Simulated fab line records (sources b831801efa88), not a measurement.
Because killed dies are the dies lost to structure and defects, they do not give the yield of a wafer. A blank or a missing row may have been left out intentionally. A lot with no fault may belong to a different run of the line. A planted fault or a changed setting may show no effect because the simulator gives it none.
fab line records	flow sky130
record: lots: 24	wafers: 72	lastDay: 50
route steps=708 shown RES_XHIGH@340 METAL2@499 METAL3@563
lots that met no fault: from a run of the same line without faults
startH: start of the lot's first displayed wafer, in hours after the record's first day	waitH: time in hours since the lot's previous step	" identical to the entry in the row above	L1.1+2: a row that stands for several wafers	- no value, or no start given	* or withheld: withheld	< > ~ a bound
route shown NAME@n: a module of which the file shows steps, and the number in the route of the first	usual: mean/standard deviation taken from wafers without a fault	same: alike in all rows	chamber/n: place in a boat	sites: readings site by site	_std_site: the standard deviation of these	_edge_site: outer sites' mean less inner sites'	radiusMm: for every site, how far away it sits from the centre of the wafer	mask NAME#n: copy n	behind: the last tool/chamber to shape the wafer	hold: why the lot went on hold/how many hours it stayed there/how the hold came to an end	device: the transistor (n, p or np) that didn't switch	end of line: at the end of the route, the tests of the same wafers	a step without rows: its recipe alone	killed: at the first sort, the dies lost to defects and structure; wafer yield is something else	map: a wafer's dies, x killed, . not, _ none there
set.NAME: the setting the step ran with; set.NAME@STEP: the setting that earlier step ran with	model.NAME: the simulator's own value behind a step, which no gauge read
the route's steps for a sample of lots (tables are steps, rows are wafers)
services: when a tool's chamber went out of use (startH, in hours from the record's first day, below 0 if earlier), for how many hours, and the reason
== steps ==
step: SKY_RES_XHIGH_STRIP_08
recipe: chemistry: O2/N2	powerW: 1400	pressureMtorr: 1500	platenTempC: withheld	o2FlowSccm: 3000	n2FlowSccm: 300	overashFraction: 0.5
usual: drypumpMotorCurrentA: 5.5/0.31	oesProductAu: 0.711/0.0045	stripTimeToEndpointS: 14.26/0.039
lot.wafer	tool	chamber	startH	waitH	drypumpMotorCurrentA	oesProductAu	rfHoursCounterH	stripTimeToEndpointS
L074.2	plasmaAsher-02	1	622.76	0.1	5.1	0.710	82	14.31
L074.3	"	1	"	"	5.1	0.707	-	14.34
L074.6	"	1	"	"	5.1	0.710	-	14.31
L075.1	plasmaAsher-02	1	626.58	0.1	5.1	0.710	82	14.27
L075.4	"	1	"	"	5.1	0.715	-	14.35
L075.6	"	1	"	"	5.1	0.711	-	14.29
L076.4	plasmaAsher-04	1	635.74	0.1	6.1	0.708	-	14.20
L076.5	"	1	"	"	6.1	0.700	-	14.24
L076.6	"	0	"	"	5.7	0.713	-	14.23
L077.1	plasmaAsher-03	1	642.86	0.1	5.3	0.705	27	14.27
L077.5	"	0	"	"	5.6	0.709	-	14.19
L077.6	"	1	"	"	5.3	0.715	-	14.25
L078.1	plasmaAsher-02	0	654.40	0.1	5.3	0.720	85	14.26
L078.4	"	0	"	"	5.3	0.714	-	14.25
L078.6	"	0	"	"	5.3	0.714	-	14.25
L080.2	plasmaAsher-03	1	670.95	0.1	5.3	0.715	29	14.28
L080.3	"	1	"	"	5.3	0.709	-	14.29
L080.6	"	0	"	"	5.6	0.722	-	14.28
L079.1	plasmaAsher-04	1	674.71	0.1	6.1	0.718	85	14.35
L079.2	"	0	"	"	5.7	0.714	85	14.32
L079.4	"	0	"	"	5.7	0.718	-	14.30
L081.1	plasmaAsher-04	0	686.10	0.1	5.7	0.719	86	14.22
L081.2	"	1	"	"	6.1	0.710	86	14.21
L081.3	"	1	"	"	6.1	0.708	-	14.24
L082.2	plasmaAsher-02	0	696.60	0.1	5.3	0.715	89	14.24
L082.3	"	1	"	"	5.1	0.714	-	14.24
L082.5	"	1	"	"	5.1	0.708	-	14.28
L083.1	plasmaAsher-03	0	706.28	0.1	5.6	0.708	33	14.31
L083.3	"	0	"	"	5.6	0.714	-	14.32
L083.5	"	1	"	"	5.3	0.712	-	14.29
L085.3	plasmaAsher-02	1	708.24	0.1	5.1	0.708	-	14.24
L085.4	"	0	"	"	5.3	0.714	-	14.19
L085.6	"	1	"	"	5.1	0.707	-	14.22
L084.1	plasmaAsher-03	1	710.41	0.1	5.3	0.713	34	14.26
L084.3	"	1	"	"	5.3	0.709	-	14.26
L084.6	"	0	"	"	5.6	0.710	-	14.24
L086.1	plasmaAsher-04	0	726.56	0.1	5.7	0.715	90	14.27
L086.4	"	0	"	"	5.8	0.717	-	14.25
L086.6	"	0	"	"	5.7	0.706	-	14.23
L087.3	plasmaAsher-03	1	735.27	0.1	5.3	0.712	-	14.32
L087.5	"	1	"	"	5.3	0.713	-	14.32
L087.6	"	0	"	"	5.6	0.715	-	14.31
L088.1	plasmaAsher-03	0	736.63	0.1	5.6	0.720	36	14.26
L088.5	"	1	"	"	5.3	0.711	-	14.24
L088.6	"	0	"	"	5.6	0.706	-	14.18
L089.1	plasmaAsher-04	0	746.06	0.1	5.7	0.701	0	14.24
L089.2	"	1	"	"	6.1	0.712	0	14.22
L089.4	"	0	"	"	5.7	0.711	-	14.28
L090.2	plasmaAsher-03	1	757.78	0.1	5.3	0.709	38	14.28
L090.3	"	0	"	"	5.6	0.709	-	14.30
L090.5	"	0	"	"	5.6	0.712	-	14.27
L091.2	plasmaAsher-04	1	758.08	0.1	6.1	0.718	1	14.21
L091.3	"	1	"	"	6.0	0.711	-	14.25
L091.6	"	0	"	"	5.7	0.717	-	14.20
L092.4	plasmaAsher-04	1	763.92	0.1	6.1	0.702	-	14.22
L092.5	"	1	"	"	6.1	0.723	-	14.20
L092.6	"	0	"	"	5.7	0.708	-	14.25
L093.3	plasmaAsher-03	1	776.87	0.1	5.3	0.711	-	14.34
L093.4	"	0	"	"	5.6	0.706	-	14.28
L093.6	"	0	"	"	5.6	0.712	-	14.31
L094.3	plasmaAsher-03	0	789.54	0.1	5.6	0.712	-	14.23
L094.4	"	1	"	"	5.3	0.716	-	14.23
L094.5	"	1	"	"	5.3	0.703	-	14.24
L095.3	plasmaAsher-03	1	792.59	0.1	5.3	0.710	-	14.25
L095.4	"	0	"	"	5.6	0.711	-	14.23
L095.6	"	0	"	"	5.6	0.716	-	14.26
L097.2	plasmaAsher-03	0	795.56	0.1	5.6	0.710	43	14.28
L097.3	"	0	"	"	5.6	0.715	-	14.27
L097.5	"	1	"	"	5.3	0.709	-	14.25
L096.2	plasmaAsher-02	0	800.46	0.1	5.3	0.711	100	14.28
L096.5	"	1	"	"	5.1	0.705	-	14.24
L096.6	"	0	"	"	5.3	0.712	-	14.29
step: SKY_METAL2_OVL_MEAS_16
usual: METAL2_OVL: -6/6.1
lot.wafer	tool	chamber	startH	waitH	METAL2_OVL[nm]
L074.2	overlay-01	-	824.51	0.1	-6
L074.3	"	-	"	"	-12
L074.6	"	-	"	"	-6
L075.1	overlay-02	-	828.73	0.1	1
L075.4	"	-	"	"	-3
L075.6	"	-	"	"	-6
L076.4	overlay-02	-	837.25	0.1	-15
L076.5	"	-	"	"	-6
L076.6	"	-	"	"	-16
L077.1	overlay-01	-	842.60	0.1	-2
L077.5	"	-	"	"	-11
L077.6	"	-	"	"	-7
L078.1	overlay-01	-	855.13	0.1	2
L078.4	"	-	"	"	-9
L078.6	"	-	"	"	-3
L080.2	overlay-01	-	869.31	0.1	-3
L080.3	"	-	"	"	0
L080.6	"	-	"	"	1
L079.1	overlay-01	-	873.43	0.1	-5
L079.2	"	-	"	"	-4
L079.4	"	-	"	"	-7
L081.1	overlay-02	-	882.15	0.1	-7
L081.2	"	-	"	"	-21
L081.3	"	-	"	"	-13
L082.2	overlay-02	-	892.76	0.1	8
L082.3	"	-	"	"	-1
L082.5	"	-	"	"	3
L083.1	overlay-02	-	901.33	0.1	-3
L083.3	"	-	"	"	-5
L083.5	"	-	"	"	-2
L085.3	overlay-01	-	905.44	0.1	-2
L085.4	"	-	"	"	-3
L085.6	"	-	"	"	2
L084.1	overlay-01	-	905.75	0.1	-14
L084.3	"	-	"	"	-12
L084.6	"	-	"	"	-10
L086.1	overlay-01	-	921.08	0.1	-14
L086.4	"	-	"	"	-13
L086.6	"	-	"	"	-16
L087.3	overlay-01	-	929.19	0.1	-2
L087.5	"	-	"	"	-12
L087.6	"	-	"	"	-2
L088.1	overlay-01	-	930.73	0.1	-18
L088.5	"	-	"	"	-17
L088.6	"	-	"	"	-10
L089.1	overlay-02	-	938.20	0.1	-13
L089.2	"	-	"	"	-4
L089.4	"	-	"	"	-8
L090.2	overlay-01	-	948.08	0.1	-20
L090.3	"	-	"	"	-9
L090.5	"	-	"	"	-1
L091.2	overlay-01	-	948.63	0.1	-10
L091.3	"	-	"	"	-10
L091.6	"	-	"	"	-10
L092.4	overlay-02	-	955.45	0.1	1
L092.5	"	-	"	"	-5
L092.6	"	-	"	"	-2
L093.3	overlay-01	-	966.04	0.1	-1
L093.4	"	-	"	"	-7
L093.6	"	-	"	"	-10
L094.3	overlay-02	-	977.52	0.1	-5
L094.4	"	-	"	"	-16
L094.5	"	-	"	"	-6
L095.3	overlay-02	-	980.69	0.1	2
L095.4	"	-	"	"	-5
L095.6	"	-	"	"	1
L097.2	overlay-01	-	982.96	0.1	-15
L097.3	"	-	"	"	-7
L097.5	"	-	"	"	-1
L096.2	overlay-02	-	985.84	0.1	-2
L096.5	"	-	"	"	-5
L096.6	"	-	"	"	2
step: SKY_METAL2_DESCUM_17
recipe: chemistry: O2	sourcePowerW: 150	biasPowerW: 0	pressureMtorr: 10	tempC: 40	timeS: 8
usual: drypumpMotorCurrentA: 5.8/0.35	oesProductAu: 1.002/0.0078
lot.wafer	tool	chamber	startH	waitH	drypumpMotorCurrentA	oesProductAu	rfHoursCounterH
L074.2	rieMetal-03	0	824.55	0.0	6.2	1.002	-
L074.3	"	0	"	"	6.2	1.001	-
L074.6	"	0	"	"	6.2	1.004	-
L075.1	rieMetal-04	0	828.76	0.0	5.6	1.014	4
L075.4	"	1	"	"	6.2	1.000	-
L075.6	"	1	"	"	6.2	1.005	-
L076.4	rieMetal-03	0	837.30	0.0	6.2	1.007	-
L076.5	"	0	"	"	6.2	0.989	-
L076.6	"	0	"	"	6.2	0.994	-
L077.1	rieMetal-03	0	842.64	0.0	6.2	1.003	3
L077.5	"	0	"	"	6.2	1.003	-
L077.6	"	0	"	"	6.2	0.999	-
L078.1	rieMetal-04	1	855.16	0.0	6.2	1.003	10
L078.4	"	0	"	"	5.6	1.001	-
L078.6	"	0	"	"	5.7	1.005	-
L080.2	rieMetal-04	0	869.34	0.0	5.7	0.998	5
L080.3	"	0	"	"	5.7	1.008	-
L080.6	"	0	"	"	5.7	1.002	-
L079.1	rieMetal-03	0	873.46	0.0	6.2	0.998	4
L079.2	"	1	"	"	5.5	0.997	1
L079.4	"	1	"	"	5.5	0.987	-
L081.1	rieMetal-04	1	882.19	0.0	6.2	0.996	11
L081.2	"	0	"	"	5.6	1.001	6
L081.3	"	1	"	"	6.2	0.994	-
L082.2	rieMetal-02	1	892.79	0.0	5.4	1.017	17
L082.3	"	1	"	"	5.4	1.011	-
L082.5	"	1	"	"	5.4	1.009	-
L083.1	rieMetal-04	0	901.36	0.0	5.7	0.997	6
L083.3	"	0	"	"	5.7	1.003	-
L083.5	"	0	"	"	5.7	1.001	-
L085.3	rieMetal-04	0	905.48	0.0	5.7	1.006	-
L085.4	"	1	"	"	6.2	1.002	-
L085.6	"	1	"	"	6.2	0.996	-
L084.1	rieMetal-03	0	905.79	0.0	6.2	1.010	5
L084.3	"	1	"	"	5.5	1.008	-
L084.6	"	1	"	"	5.5	1.019	-
L086.1	rieMetal-03	0	921.11	0.0	6.2	0.988	6
L086.4	"	1	"	"	5.6	0.994	-
L086.6	"	1	"	"	5.5	0.999	-
L087.3	rieMetal-03	0	929.23	0.0	6.2	1.002	-
L087.5	"	1	"	"	5.6	0.999	-
L087.6	"	0	"	"	6.2	0.999	-
L088.1	rieMetal-03	1	930.76	0.0	5.5	0.998	3
L088.5	"	1	"	"	5.5	0.988	-
L088.6	"	0	"	"	6.2	1.003	-
L089.1	rieMetal-02	1	938.24	0.0	5.4	1.013	19
L089.2	"	0	"	"	5.3	1.007	8
L089.4	"	1	"	"	5.4	1.013	-
L090.2	rieMetal-04	0	948.11	0.0	5.7	1.003	8
L090.3	"	0	"	"	5.6	1.007	-
L090.5	"	1	"	"	6.2	1.005	-
L091.2	rieMetal-03	0	948.66	0.0	6.2	1.004	7
L091.3	"	1	"	"	5.5	0.999	-
L091.6	"	1	"	"	5.5	0.999	-
L092.4	rieMetal-04	0	955.47	0.0	5.7	1.000	-
L092.5	"	0	"	"	5.7	1.014	-
L092.6	"	1	"	"	6.2	1.006	-
L093.3	rieMetal-03	0	966.07	0.0	6.2	1.004	-
L093.4	"	1	"	"	5.6	1.005	-
L093.6	"	1	"	"	5.6	1.002	-
L094.3	rieMetal-02	0	977.55	0.0	5.3	1.025	-
L094.4	"	1	"	"	5.4	1.008	-
L094.5	"	0	"	"	5.3	1.012	-
L095.3	rieMetal-03	1	980.72	0.0	5.5	0.988	-
L095.4	"	0	"	"	6.2	0.994	-
L095.6	"	1	"	"	5.6	0.997	-
L097.2	rieMetal-03	0	982.99	0.0	6.2	0.994	9
L097.3	"	0	"	"	6.2	1.002	-
L097.5	"	0	"	"	6.2	1.002	-
L096.2	rieMetal-02	0	985.87	0.0	5.3	1.014	11
L096.5	"	0	"	"	5.3	1.008	-
L096.6	"	1	"	"	5.4	1.024	-
step: SKY_METAL2_METAL_ETCH_19
recipe: targetDepthA: 3600	stopOn: SiO2	overEtchFrac: 0.3	timeS: 78	chemistry: Cl2/BCl3	resistSidewallDeg: 88	pressureMtorr: 10	icpW: 900	biasW: 48.5	Cl2_flow_sccm: 60	bcl3FlowSccm: 30
usual: drypumpMotorCurrentA: 5.8/0.35	oesProductAu: 0.854/0.0054	throttleValvePct: 22.264/0.0096
lot.wafer	tool	chamber	startH	waitH	drypumpMotorCurrentA	oesProductAu	rfHoursCounterH	throttleValvePct
L074.2	rieMetal-03	0	824.76	0.1	6.2	0.856	-	22.264
L074.3	"	0	"	"	6.2	0.870	-	22.277
L074.6	"	0	"	"	6.2	0.865	-	22.287
L075.1	rieMetal-04	0	828.89	0.1	5.7	0.856	4	22.268
L075.4	"	1	"	"	6.2	0.854	-	22.262
L075.6	"	1	"	"	6.2	0.855	-	22.259
L076.4	rieMetal-03	0	837.54	0.1	6.2	0.861	-	22.269
L076.5	"	0	"	"	6.2	0.859	-	22.275
L076.6	"	0	"	"	6.2	0.866	-	22.249
L077.1	rieMetal-03	0	842.83	0.1	6.2	0.863	3	22.246
L077.5	"	0	"	"	6.2	0.851	-	22.271
L077.6	"	0	"	"	6.2	0.854	-	22.267
L078.1	rieMetal-04	1	855.26	0.0	6.3	0.853	10	22.266
L078.4	"	0	"	"	5.7	0.857	-	22.257
L078.6	"	0	"	"	5.7	0.857	-	22.268
L080.2	rieMetal-04	0	869.43	0.0	5.6	0.853	5	22.255
L080.3	"	0	"	"	5.6	0.853	-	22.264
L080.6	"	0	"	"	5.6	0.860	-	22.259
L079.1	rieMetal-03	0	873.56	0.0	6.2	0.862	4	22.256
L079.2	"	1	"	"	5.5	0.850	1	22.273
L079.4	"	1	"	"	5.5	0.848	-	22.261
L081.1	rieMetal-04	1	882.32	0.1	6.2	0.856	11	22.274
L081.2	"	0	"	"	5.6	0.858	6	22.247
L081.3	"	1	"	"	6.2	0.859	-	22.270
L082.2	rieMetal-02	1	892.88	0.0	5.4	0.854	17	22.279
L082.3	"	1	"	"	5.4	0.853	-	22.257
L082.5	"	1	"	"	5.4	0.846	-	22.275
L083.1	rieMetal-04	0	901.46	0.0	5.7	0.859	6	22.251
L083.3	"	0	"	"	5.7	0.856	-	22.261
L083.5	"	0	"	"	5.7	0.854	-	22.259
L085.3	rieMetal-04	0	905.59	0.1	5.7	0.861	-	22.269
L085.4	"	1	"	"	6.2	0.859	-	22.259
L085.6	"	1	"	"	6.2	0.859	-	22.268
L084.1	rieMetal-03	0	905.88	0.0	6.2	0.860	5	22.266
L084.3	"	1	"	"	5.5	0.849	-	22.261
L084.6	"	1	"	"	5.5	0.842	-	22.268
L086.1	rieMetal-03	0	921.21	0.0	6.2	0.852	6	22.253
L086.4	"	1	"	"	5.5	0.860	-	22.272
L086.6	"	1	"	"	5.5	0.856	-	22.280
L087.3	rieMetal-03	0	929.34	0.1	6.2	0.852	-	22.253
L087.5	"	1	"	"	5.5	0.857	-	22.266
L087.6	"	0	"	"	6.2	0.858	-	22.274
L088.1	rieMetal-03	1	930.86	0.0	5.5	0.853	3	22.280
L088.5	"	1	"	"	5.6	0.851	-	22.248
L088.6	"	0	"	"	6.2	0.851	-	22.254
L089.1	rieMetal-02	1	938.33	0.0	5.4	0.851	19	22.250
L089.2	"	0	"	"	5.3	0.848	8	22.271
L089.4	"	1	"	"	5.4	0.847	-	22.270
L090.2	rieMetal-04	0	948.21	0.0	5.6	0.852	8	22.265
L090.3	"	0	"	"	5.6	0.857	-	22.265
L090.5	"	1	"	"	6.2	0.849	-	22.267
L091.2	rieMetal-03	0	948.76	0.0	6.2	0.851	7	22.266
L091.3	"	1	"	"	5.5	0.858	-	22.278
L091.6	"	1	"	"	5.5	0.849	-	22.261
L092.4	rieMetal-04	0	955.59	0.1	5.7	0.848	-	22.262
L092.5	"	0	"	"	5.7	0.848	-	22.261
L092.6	"	1	"	"	6.3	0.850	-	22.272
L093.3	rieMetal-03	0	966.19	0.1	6.2	0.848	-	22.272
L093.4	"	1	"	"	5.5	0.849	-	22.259
L093.6	"	1	"	"	5.5	0.852	-	22.251
L094.3	rieMetal-02	0	977.67	0.1	5.3	0.857	-	22.263
L094.4	"	1	"	"	5.4	0.855	-	22.254
L094.5	"	0	"	"	5.3	0.857	-	22.254
L095.3	rieMetal-03	1	980.84	0.1	5.5	0.859	-	22.251
L095.4	"	0	"	"	6.2	0.860	-	22.254
L095.6	"	1	"	"	5.5	0.869	-	22.258
L097.2	rieMetal-03	0	983.08	0.0	6.2	0.849	9	22.254
L097.3	"	0	"	"	6.2	0.851	-	22.246
L097.5	"	0	"	"	6.2	0.850	-	22.279
L096.2	rieMetal-02	0	985.96	0.0	5.3	0.855	11	22.261
L096.5	"	0	"	"	5.3	0.855	-	22.260
L096.6	"	1	"	"	5.4	0.858	-	22.291
step: SKY_METAL3_CD_MEAS_13
recipe: targetCdNm: 300
usual: cdNm: 299.9/1.4
lot.wafer	tool	chamber	startH	waitH	cdNm
L074.2	cdSem-01	-	907.03	-	298.1
L074.3	"	-	"	"	297.7
L074.6	"	-	"	"	297.2
L075.1	cdSem-02	-	909.98	-	298.8
L075.4	"	-	"	"	298.1
L075.6	"	-	"	"	298.5
L076.4	cdSem-02	-	918.49	-	301.0
L076.5	"	-	"	"	300.7
L076.6	"	-	"	"	299.3
L077.1	cdSem-02	-	923.11	-	300.5
L077.5	"	-	"	"	301.5
L077.6	"	-	"	"	300.6
L078.1	cdSem-01	-	934.86	-	300.9
L078.4	"	-	"	"	299.7
L078.6	"	-	"	"	299.3
L080.2	cdSem-01	-	948.90	-	299.0
L080.3	"	-	"	"	296.6
L080.6	"	-	"	"	298.1
L079.1	cdSem-02	-	953.01	-	298.5
L079.2	"	-	"	"	298.3
L079.4	"	-	"	"	297.9
L081.1	cdSem-02	-	961.21	-	298.8
L081.2	"	-	"	"	299.4
L081.3	"	-	"	"	298.6
L082.2	cdSem-01	-	970.28	-	299.0
L082.3	"	-	"	"	299.9
L082.5	"	-	"	"	298.7
L083.1	cdSem-02	-	979.63	-	297.9
L083.3	"	-	"	"	299.4
L083.5	"	-	"	"	297.7
L085.3	cdSem-02	-	982.52	-	301.3
L085.4	"	-	"	"	298.9
L085.6	"	-	"	"	301.4
L084.1	cdSem-02	-	983.86	-	301.0
L084.3	"	-	"	"	300.5
L084.6	"	-	"	"	302.8
L086.1	cdSem-01	-	997.46	-	301.7
L086.4	"	-	"	"	302.0
L086.6	"	-	"	"	302.0
L087.3	cdSem-02	-	1005.35	-	302.7
L087.5	"	-	"	"	301.5
L087.6	"	-	"	"	302.7
L088.1	cdSem-02	-	1006.98	-	299.2
L088.5	"	-	"	"	299.0
L088.6	"	-	"	"	298.4
L089.1	cdSem-01	-	1014.11	-	299.8
L089.2	"	-	"	"	298.8
L089.4	"	-	"	"	300.3
L090.2	cdSem-02	-	1021.88	-	300.7
L090.3	"	-	"	"	300.9
L090.5	"	-	"	"	300.4
L091.2	cdSem-01	-	1022.55	-	299.8
L091.3	"	-	"	"	299.7
L091.6	"	-	"	"	300.3
L092.4	cdSem-01	-	1029.64	-	301.9
L092.5	"	-	"	"	300.4
L092.6	"	-	"	"	303.2
L093.3	cdSem-01	-	1038.95	-	300.1
L093.4	"	-	"	"	299.1
L093.6	"	-	"	"	299.6
L094.3	cdSem-01	-	1050.32	-	299.7
L094.4	"	-	"	"	299.8
L094.5	"	-	"	"	300.9
L095.3	cdSem-02	-	1052.92	-	299.9
L095.4	"	-	"	"	300.3
L095.6	"	-	"	"	299.9
L097.2	cdSem-02	-	1055.53	-	299.5
L097.3	"	-	"	"	301.0
L097.5	"	-	"	"	300.1
L096.2	cdSem-01	-	1057.15	-	301.3
L096.5	"	-	"	"	300.6
L096.6	"	-	"	"	299.1
step: SKY_METAL3_ETCH_16
recipe: chemistry: N2/H2	target: BARC	ionEnergyEv: 200	biasW: 100	pressureMtorr: 30	n2FlowSccm: 100	h2FlowSccm: 200	icpW: 500	stopOn: SiO2	timeS: 88.2	targetDepthA: 600
usual: drypumpMotorCurrentA: 5.5/0.6	oesProductAu: 0.625/0.0049	throttleValvePct: 13.205/0.01
lot.wafer	tool	chamber	startH	waitH	drypumpMotorCurrentA	oesProductAu	rfHoursCounterH	throttleValvePct
L074.2	rieMetal-01	0	907.19	0.0	6.4	0.629	16	13.204
L074.3	"	0	"	"	6.4	0.619	-	13.215
L074.6	"	0	"	"	6.4	0.625	-	13.212
L075.1	rieMetal-02	0	910.17	0.0	5.3	0.627	7	13.208
L075.4	"	0	"	"	5.3	0.630	-	13.205
L075.6	"	1	"	"	5.4	0.619	-	13.209
L076.4	rieMetal-01	1	918.75	0.1	4.9	0.626	-	13.200
L076.5	"	1	"	"	4.9	0.624	-	13.193
L076.6	"	1	"	"	4.9	0.624	-	13.206
L077.1	rieMetal-01	1	923.33	0.1	4.9	0.624	7	13.219
L077.5	"	1	"	"	4.9	0.621	-	13.200
L077.6	"	1	"	"	4.9	0.623	-	13.204
L078.1	rieMetal-01	1	935.08	0.1	4.9	0.630	8	13.203
L078.4	"	1	"	"	4.9	0.621	-	13.181
L078.6	"	1	"	"	4.9	0.620	-	13.209
L080.2	rieMetal-01	0	949.07	0.0	6.4	0.618	0	13.226
L080.3	"	0	"	"	6.5	0.626	-	13.210
L080.6	"	1	"	"	4.9	0.635	-	13.207
L079.1	rieMetal-04	0	953.20	0.0	5.7	0.628	9	13.202
L079.2	"	1	"	"	6.2	0.617	14	13.206
L079.4	"	1	"	"	6.2	0.620	-	13.201
L081.1	rieMetal-01	0	961.40	0.0	6.4	0.621	1	13.209
L081.2	"	1	"	"	4.9	0.628	10	13.196
L081.3	"	1	"	"	4.9	0.633	-	13.213
L082.2	rieMetal-02	0	970.44	0.0	5.3	0.624	10	13.190
L082.3	"	0	"	"	5.3	0.619	-	13.196
L082.5	"	1	"	"	5.4	0.626	-	13.211
L083.1	rieMetal-04	1	979.82	0.0	6.2	0.632	15	13.222
L083.3	"	1	"	"	6.2	0.629	-	13.216
L083.5	"	0	"	"	5.6	0.621	-	13.221
L085.3	rieMetal-04	1	982.70	0.0	6.2	0.619	-	13.204
L085.4	"	0	"	"	5.7	0.615	-	13.210
L085.6	"	0	"	"	5.7	0.625	-	13.201
L084.1	rieMetal-02	1	984.05	0.0	5.4	0.625	22	13.208
L084.3	"	1	"	"	5.4	0.629	-	13.221
L084.6	"	0	"	"	5.3	0.624	-	13.211
L086.1	rieMetal-01	1	997.65	0.0	4.9	0.619	11	13.207
L086.4	"	0	"	"	6.5	0.616	-	13.192
L086.6	"	1	"	"	4.9	0.631	-	13.192
L087.3	rieMetal-02	1	1005.53	0.0	5.4	0.629	-	13.187
L087.5	"	0	"	"	5.3	0.631	-	13.220
L087.6	"	1	"	"	5.4	0.620	-	13.210
L088.1	rieMetal-01	0	1007.17	0.0	6.5	0.629	3	13.214
L088.5	"	0	"	"	6.4	0.625	-	13.182
L088.6	"	1	"	"	4.9	0.626	-	13.195
L089.1	rieMetal-02	0	1014.33	0.1	5.3	0.626	13	13.205
L089.2	"	0	"	"	5.3	0.633	-	13.190
L089.4	"	0	"	"	5.3	0.619	-	13.207
L090.2	rieMetal-01	1	1022.05	0.0	4.9	0.627	13	13.216
L090.3	"	1	"	"	4.9	0.624	-	13.205
L090.5	"	0	"	"	6.4	0.625	-	13.203
L091.2	rieMetal-01	0	1022.72	0.0	6.4	0.625	4	13.205
L091.3	"	1	"	"	4.9	0.624	-	13.204
L091.6	"	0	"	"	6.4	0.619	-	13.210
L092.4	rieMetal-01	0	1029.81	0.0	6.4	0.632	-	13.200
L092.5	"	0	"	"	6.4	0.622	-	13.223
L092.6	"	1	"	"	4.9	0.633	-	13.214
L093.3	rieMetal-02	0	1039.13	0.0	5.3	0.626	-	13.205
L093.4	"	1	"	"	5.4	0.619	-	13.194
L093.6	"	0	"	"	5.3	0.624	-	13.194
L094.3	rieMetal-02	1	1050.51	0.0	5.4	0.617	-	13.205
L094.4	"	0	"	"	5.3	0.627	-	13.207
L094.5	"	0	"	"	5.3	0.629	-	13.193
L095.3	rieMetal-01	1	1053.11	0.0	4.9	0.622	-	13.191
L095.4	"	0	"	"	6.4	0.626	-	13.200
L095.6	"	1	"	"	4.9	0.623	-	13.206
L097.2	rieMetal-01	1	1055.70	0.0	4.9	0.625	15	13.198
L097.3	"	0	"	"	6.4	0.624	-	13.202
L097.5	"	0	"	"	6.4	0.627	-	13.172
L096.2	rieMetal-04	1	1057.32	0.0	6.3	0.628	21	13.213
L096.5	"	1	"	"	6.2	0.621	-	13.212
L096.6	"	0	"	"	5.7	0.617	-	13.205
== services ==
tool	chamber	startH	hours	kind
rieMetal-01	0	615.07	4.0	repair
rieMetal-02	-	623.19	0.9	repair
rieMetal-04	0	626.54	5.8	repair
plasmaAsher-04	-	642.61	2.4	repair
rieMetal-04	0	661.62	3.0	repair
rieMetal-02	-	665.11	1.0	repair
rieMetal-03	-	683.29	3.5	repair
plasmaAsher-04	-	733.75	9.0	pm
plasmaAsher-02	-	743.40	3.0	repair
plasmaAsher-04	-	765.51	37.2	repair
plasmaAsher-04	-	775.08	2.7	repair
rieMetal-02	0	782.54	12.6	repair
rieMetal-03	-	796.27	3.2	repair
plasmaAsher-04	-	802.75	14.6	pm
rieMetal-03	1	832.81	13.3	repair
rieMetal-03	-	849.48	6.8	repair
plasmaAsher-03	-	854.49	0.5	repair
rieMetal-04	0	889.75	2.5	repair
rieMetal-04	-	890.06	1.6	repair
rieMetal-04	1	917.71	1.1	repair
rieMetal-03	-	926.25	2.8	pm
plasmaAsher-04	-	970.87	0.9	repair
rieMetal-01	-	975.43	2.8	pm
rieMetal-04	-	1014.48	2.8	pm
== key ==
fault none
